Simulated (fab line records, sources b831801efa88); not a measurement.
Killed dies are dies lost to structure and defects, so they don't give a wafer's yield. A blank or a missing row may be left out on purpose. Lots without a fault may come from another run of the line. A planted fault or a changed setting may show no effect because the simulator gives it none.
fab line records | flow gf180mcu
record lots=14 wafers=42 last_day=34
route steps=602 shown VT_IMPLANT@111 POLY_GATE@157 NSD@243
lots that met no fault: from a run of the same line without faults
start_h: hours from the record's first day to the start of the lot's first wafer shown | wait_h: hours since the lot's step before | " the same as in the row above | L1.1+2: a row that stands for several wafers | - no value, or no start given | * or withheld: withheld | < > ~ a bound
route shown NAME@n: a module of which the file shows steps, and the number in the route of the first | usual: mean/standard deviation of fault-free wafers | same: alike in all rows | chamber/n: place in a boat | sites: the reading at each site | _std_site: their standard deviation | _edge_site: outer sites' mean less inner sites' | radius_mm: how far each site lies from the wafer's centre | mask NAME#n: copy n | behind: the tool/chamber that last shaped the wafer | hold: why the lot was held/for how many hours/how that ended | device: the transistor (n, p or np) that didn't switch | end of line: the same wafers' tests at the end of the route | a step without rows: its recipe alone | killed: dies lost to structure and defects at the first sort, not the wafer's yield | map: a wafer's dies, x killed, . not, _ none there
set.NAME: the setting as run; set.NAME@STEP: as run at that earlier step | model.NAME: the simulator's own value behind a step, which no gauge read
steps of the route over a sample of lots; a table a step, a row a wafer
services: from which hour (start_h, from the record's first day; less than 0 if before it) a tool's chamber was out of use, for how many hours, and why
## steps
# step GF_VT_IMPLANT_TW_MEAS_21
# usual VT_IMPLANT_2_TW=1215/5.9
# columns lot.wafer tool chamber start_h wait_h VT_IMPLANT_2_TW
L436.1 film_metro-02 - 128.18 0.1 1214
L436.5 " - " " 1216
L436.6 " - " " 1218
L437.1 film_metro-01 - 132.96 0.1 1224
L437.3 " - " " 1224
L437.4 " - " " 1224
L438.1 film_metro-02 - 136.89 0.1 1212
L438.3 " - " " 1215
L438.6 " - " " 1213
L439.1 film_metro-03 - 145.81 0.1 1213
L439.3 " - " " 1214
L439.5 " - " " 1212
L440.1 film_metro-03 - 150.34 0.1 1212
L440.3 " - " " 1217
L440.6 " - " " 1214
L441.1 film_metro-03 - 163.26 0.1 1211
L441.5 " - " " 1211
L441.6 " - " " 1207
L443.1 film_metro-01 - 172.92 0.1 1223
L443.3 " - " " 1222
L443.4 " - " " 1221
L444.3 film_metro-03 - 178.63 0.1 1223
L444.4 " - " " 1225
L444.6 " - " " 1231
L445.2 film_metro-02 - 187.62 0.1 1214
L445.3 " - " " 1212
L445.6 " - " " 1211
L446.3 film_metro-02 - 191.98 0.1 1218
L446.5 " - " " 1217
L446.6 " - " " 1209
L447.1 film_metro-01 - 199.81 0.1 1215
L447.3 " - " " 1218
L447.6 " - " " 1216
L448.2 film_metro-01 - 206.85 0.1 1215
L448.4 " - " " 1218
L448.5 " - " " 1218
L451.2 film_metro-01 - 223.22 0.1 1224
L451.3 " - " " 1216
L451.4 " - " " 1212
L458.1 film_metro-02 - 268.81 0.1 1211
L458.3 " - " " 1217
L458.4 " - " " 1218
# step GF_VT_IMPLANT_RTA_45
# recipe temp_c=1050 time_s=30 ambient=N2
# usual chamber_o2_ppm=1.999/0.025 lamp_power_pct=38.01/0.057 wafer_temp_C_max=1054.8/2
# columns lot.wafer tool chamber start_h wait_h chamber_o2_ppm lamp_power_pct wafer_temp_C_max
L436.1 rtp_anneal-02 0 159.30 0.0 2.045 38.07 1052.1
L436.5 " 0 " " 2.029 38.03 1052.7
L436.6 " 0 " " 2.003 38.02 1051.5
L437.1 rtp_anneal-02 0 165.63 0.0 2.009 38.11 1052.7
L437.3 " 0 " " 1.964 38.04 1052.5
L437.4 " 0 " " 1.994 38.05 1053.8
L438.1 rtp_anneal-02 0 168.89 0.0 1.971 38.13 1053.2
L438.3 " 0 " " 1.994 37.98 1052.7
L438.6 " 0 " " 1.984 38.04 1052.8
L439.1 rtp_anneal-02 0 178.76 0.0 1.999 38.07 1053.3
L439.3 " 0 " " 2.032 38.04 1053.2
L439.5 " 0 " " 2.000 38.10 1052.7
L440.1 rtp_anneal-02 0 183.43 0.0 2.007 38.07 1053.9
L440.3 " 0 " " 2.008 38.08 1052.3
L440.6 " 0 " " 2.011 38.11 1052.8
L441.1 rtp_anneal-02 0 197.07 0.0 1.951 38.02 1053.2
L441.5 " 0 " " 1.933 38.12 1053.2
L441.6 " 0 " " 1.961 38.08 1053.6
L443.1 rtp_anneal-01 0 207.87 0.0 2.013 38.01 1055.1
L443.3 " 0 " " 2.005 37.93 1054.5
L443.4 " 0 " " 2.001 38.04 1056.7
L444.3 rtp_anneal-02 0 212.33 0.0 2.013 38.05 1053.0
L444.4 " 0 " " 2.018 38.05 1052.4
L444.6 " 0 " " 2.018 38.05 1053.2
L445.2 rtp_anneal-01 0 223.15 0.0 2.046 37.94 1055.9
L445.3 " 0 " " 2.033 37.93 1055.8
L445.6 " 0 " " 2.031 38.02 1054.3
L446.3 rtp_anneal-01 0 227.52 0.0 1.979 38.02 1058.6
L446.5 " 0 " " 1.979 37.98 1056.0
L446.6 " 0 " " 2.007 37.97 1056.8
L447.1 rtp_anneal-02 0 235.33 0.0 2.011 38.11 1052.5
L447.3 " 0 " " 1.960 38.07 1053.8
L447.6 " 0 " " 1.993 38.00 1054.7
L448.2 rtp_anneal-01 0 243.77 0.0 2.021 37.95 1055.0
L448.4 " 0 " " 2.005 37.92 1058.0
L448.5 " 0 " " 2.023 37.97 1054.6
L451.2 rtp_anneal-02 0 260.21 0.0 2.003 38.06 1052.0
L451.3 " 0 " " 1.988 38.05 1054.4
L451.4 " 0 " " 2.020 37.99 1052.7
L458.1 rtp_anneal-01 0 309.87 0.0 2.034 37.98 1055.6
L458.3 " 0 " " 2.025 37.99 1055.4
L458.4 " 0 " " 2.004 38.03 1056.4
# step GF_POLY_GATE_CVD_00
# recipe material=poly-Si target_thk_nm=200 temp_c=620 time_s=1200 pressure_mtorr=200
# usual pressure_mtorr=200.1/0.37 spike_tc_top_C=641/4 zone_power_bottom_pct=13.4/0.41
# columns lot.wafer tool chamber start_h wait_h pressure_mtorr spike_tc_top_C zone_power_bottom_pct
L436.1 lpcvd-02 1 179.95 0.0 200.0 642 13.2
L436.5 " 1 " " 200.2 645 13.1
L436.6 " 1 " " 200.0 644 13.1
L437.1 lpcvd-02 0 186.55 0.0 200.7 640 13.0
L437.3 " 0 " " 200.5 640 12.8
L437.4 " 0 " " 200.5 638 12.8
L438.1 lpcvd-02 0 190.43 0.0 200.4 639 12.7
L438.3 " 0 " " 200.3 637 13.1
L438.6 " 0 " " 200.7 638 13.0
L439.1 lpcvd-01 1 199.57 0.0 200.6 634 14.1
L439.3 " 1 " " 200.0 634 14.0
L439.5 " 1 " " 200.1 634 13.8
L440.1 lpcvd-01 0 205.00 0.0 200.3 644 13.6
L440.3 " 0 " " 200.1 644 13.9
L440.6 " 0 " " 200.4 644 13.5
L441.1 lpcvd-02 1 219.66 0.0 199.8 645 13.3
L441.5 " 1 " " 200.6 643 13.3
L441.6 " 1 " " 200.3 644 13.2
L443.1 lpcvd-01 0 230.24 0.0 200.1 643 13.9
L443.3 " 0 " " 199.5 643 13.7
L443.4 " 0 " " 199.7 644 13.6
L444.3 lpcvd-01 1 234.02 0.0 200.5 634 14.0
L444.4 " 1 " " 200.3 633 14.1
L444.6 " 1 " " 200.6 634 13.8
L445.2 lpcvd-02 1 246.24 0.1 200.4 643 13.3
L445.3 " 1 " " 200.5 644 13.0
L445.6 " 1 " " 200.3 646 13.1
L446.3 lpcvd-02 1 251.29 0.2 199.8 645 13.0
L446.5 " 1 " " 200.2 644 13.3
L446.6 " 1 " " 200.1 643 13.1
L447.1 lpcvd-02 0 260.60 1.5 199.8 638 12.8
L447.3 " 0 " " 200.2 639 12.9
L447.6 " 0 " " 200.4 639 12.6
L448.2 lpcvd-02 0 266.20 0.0 240.0 637 13.0
L448.4 " 0 " " 240.3 638 13.0
L448.5 " 0 " " 240.4 640 12.8
L451.2 lpcvd-02 1 286.35 1.3 239.2 644 13.0
L451.3 " 1 " " 239.9 643 13.1
L451.4 " 1 " " 239.7 645 13.2
L458.1 lpcvd-01 0 334.84 0.0 199.3 644 13.8
L458.3 " 0 " " 199.2 644 13.9
L458.4 " 0 " " 199.2 644 13.5
# step GF_POLY_GATE_THK_MEAS_01
# recipe reads=poly-Si_of_POLY_GATE_CVD_00
# usual POLY_GATE_CVD_00_THK=199.7/1.9
# columns lot.wafer tool chamber start_h wait_h POLY_GATE_CVD_00_THK[nm]
L436.1 film_metro-02 - 181.29 0.0 204.2
L436.5 " - " " 205.1
L436.6 " - " " 204.0
L437.1 film_metro-02 - 187.88 0.0 201.7
L437.3 " - " " 202.1
L437.4 " - " " 201.9
L438.1 film_metro-02 - 191.77 0.0 201.2
L438.3 " - " " 201.4
L438.6 " - " " 202.3
L439.1 film_metro-04 - 200.90 0.0 198.6
L439.3 " - " " 197.8
L439.5 " - " " 198.4
L440.1 film_metro-04 - 206.33 0.0 198.6
L440.3 " - " " 197.4
L440.6 " - " " 197.1
L441.1 film_metro-04 - 220.99 0.0 201.3
L441.5 " - " " 200.3
L441.6 " - " " 199.9
L443.1 film_metro-04 - 231.57 0.0 195.9
L443.3 " - " " 196.2
L443.4 " - " " 195.9
L444.3 film_metro-02 - 235.38 0.0 198.2
L444.4 " - " " 199.8
L444.6 " - " " 200.0
L445.2 film_metro-03 - 247.58 0.0 201.2
L445.3 " - " " 202.7
L445.6 " - " " 200.7
L446.3 film_metro-02 - 252.65 0.0 200.4
L446.5 " - " " 201.0
L446.6 " - " " 201.1
L447.1 film_metro-02 - 261.94 0.0 201.8
L447.3 " - " " 201.4
L447.6 " - " " 200.1
L448.2 film_metro-03 - 267.55 0.0 218.5
L448.4 " - " " 218.9
L448.5 " - " " 219.6
L451.2 film_metro-02 - 287.69 0.0 220.1
L451.3 " - " " 219.2
L451.4 " - " " 221.0
L458.1 film_metro-03 - 336.17 0.0 198.7
L458.3 " - " " 196.0
L458.4 " - " " 198.0
# step GF_NSD_OVL_MEAS_08
# usual NSD_OVL=-1.3/1.3
# columns lot.wafer tool chamber start_h wait_h NSD_OVL[nm]
L436.1 overlay-02 - 297.44 0.1 -2.1
L436.5 " - " " -1.5
L436.6 " - " " -3.3
L437.1 overlay-01 - 306.39 0.1 0.2
L437.3 " - " " -3.2
L437.4 " - " " 1.5
L438.1 overlay-01 - 311.66 0.1 -2.1
L438.3 " - " " -3.2
L438.6 " - " " -2.6
L439.1 overlay-01 - 323.42 0.1 -0.4
L439.3 " - " " -2.1
L439.5 " - " " 0.0
L440.1 overlay-01 - 330.24 0.1 -0.3
L440.3 " - " " -1.4
L440.6 " - " " -2.5
L441.1 overlay-02 - 347.16 0.1 1.5
L441.5 " - " " 0.3
L441.6 " - " " 0.1
L443.1 overlay-02 - 360.39 0.1 -3.0
L443.3 " - " " -4.1
L443.4 " - " " -3.3
L444.3 overlay-02 - 363.33 0.1 -2.2
L444.4 " - " " 0.8
L444.6 " - " " -0.7
L445.2 overlay-02 - 376.49 0.1 -0.2
L445.3 " - " " -0.6
L445.6 " - " " -1.7
L446.3 overlay-02 - 385.45 0.1 1.6
L446.5 " - " " 0.6
L446.6 " - " " 1.5
L447.1 overlay-01 - 394.91 0.1 -0.8
L447.3 " - " " -0.2
L447.6 " - " " 0.5
L448.2 overlay-02 - 402.89 0.1 -2.8
L448.4 " - " " -4.1
L448.5 " - " " -2.8
L451.2 overlay-02 - 425.26 0.1 -0.8
L451.3 " - " " -2.3
L451.4 " - " " -1.6
L458.1 overlay-02 - 481.27 0.1 -1.7
L458.3 " - " " -0.7
L458.4 " - " " -2.3
## services
# columns tool chamber start_h hours kind
lpcvd-01 - 242.41 28.1 pm
rtp_anneal-02 - 272.26 40.0 pm
lpcvd-01 - 282.80 6.0 pm
lpcvd-01 - 291.84 2.8 pm
## key
first_sign step=GF_POLY_GATE_CVD_00 reading=pressure_mtorr direction=up sigmas=99+ usual=200.1 struck=239.9
effect step=GF_POLY_GATE_THK_MEAS_01 reading=POLY_GATE_CVD_00_THK direction=up sigmas=11 usual=199.7 struck=219.6
met_at GF_POLY_GATE_CVD_00
struck_lots L448,L451
rows_end L451.2,L451.3,L451.4
tester_left_out L448
not_acting_at GF_VT_IMPLANT_TW_MEAS_21,GF_VT_IMPLANT_RTA_45,GF_NSD_OVL_MEAS_08
onset_between 260.60 266.20
fault kind=process_parameter_drift tool=lpcvd-02 chamber=- onset_h=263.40 steps=GF_POLY_GATE_CVD_00 channel=pressure_mtorr offset=40 shape=step end_h=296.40 acts_in=these_recipes_only stated=200
# tester_left_out: of these lots the tester's yield and bins aren't shown, on N5 and GAA mostly nor the transistor test; their killed dies are dies lost to structure and defects alone, not to doping, threshold or leakage, so they don't give the yield
# rows_end: these wafers met a further fault down the route, and their rows from its step on are left out
